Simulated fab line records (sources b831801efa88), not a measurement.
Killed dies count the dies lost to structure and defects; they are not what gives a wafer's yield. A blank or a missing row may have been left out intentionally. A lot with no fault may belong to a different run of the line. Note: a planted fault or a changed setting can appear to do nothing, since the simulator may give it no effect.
Chamber matching :: flow sky130 :: SKY_FIELD_ISO_ETCH_15 on rie diel-04: 4 sister chambers
The step etches the open film in CHF3/O2, stops on Si, target depth 180 nm, time 72 s. 4 wafers are shown with their chamber, then 9 later ones without.

## WAFERS PAIRED WITH THEIR CHAMBERS
wafer: L080.3
chamber: 0
drypump motor current A (A): 5.45

wafer: L090.4
chamber: 1
drypump motor current A (A): 6.35

wafer: L090.5
chamber: 3
drypump motor current A (A): 6.08

wafer: L090.6
chamber: 2
drypump motor current A (A): 6.28

## WAFERS MISSING THEIR CHAMBER
wafer: L092.2
drypump motor current A (A): 5.44

wafer: L092.3
drypump motor current A (A): 6.34

wafer: L092.5
drypump motor current A (A): 6.24

wafer: L094.2
drypump motor current A (A): 5.48

wafer: L094.4
drypump motor current A (A): 6.34

wafer: L094.6
drypump motor current A (A): 5.40

wafer: L097.1
drypump motor current A (A): 6.26

wafer: L097.2
drypump motor current A (A): 5.45

wafer: L097.6
drypump motor current A (A): 6.29

## EACH ONE'S CHAMBER
wafer: L092.2
from the rows above: 0
in truth: 0

wafer: L092.3
from the rows above: can't be placed: 1 or 2
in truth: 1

wafer: L092.5
from the rows above: 2
in truth: 2

wafer: L094.2
from the rows above: 0
in truth: 0

wafer: L094.4
from the rows above: can't be placed: 1 or 2
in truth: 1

wafer: L094.6
from the rows above: 0
in truth: 0

wafer: L097.1
from the rows above: 2
in truth: 2

wafer: L097.2
from the rows above: 0
in truth: 0

wafer: L097.6
from the rows above: can't be placed: 2 or 1
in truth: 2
Correct placement for 6 of the 9. From these rows, 3 cannot be placed; in 3 the true chamber is one of the candidates. Number placed wrongly: 0.
How it was worked out, from the rows above alone: a wafer's distance from a chamber is the root of the sum, over the readings, of the square of ((its reading less the chamber's mean) divided by the reading's scatter). The wafer belongs to the nearest chamber; if the next one is less than 2 further off, it can't be placed. The mean given for a chamber averages the wafers shown for that chamber. The scatter: with one shown wafer a chamber, the root of the mean of the squares of how far each hidden wafer lies from its nearest shown one.
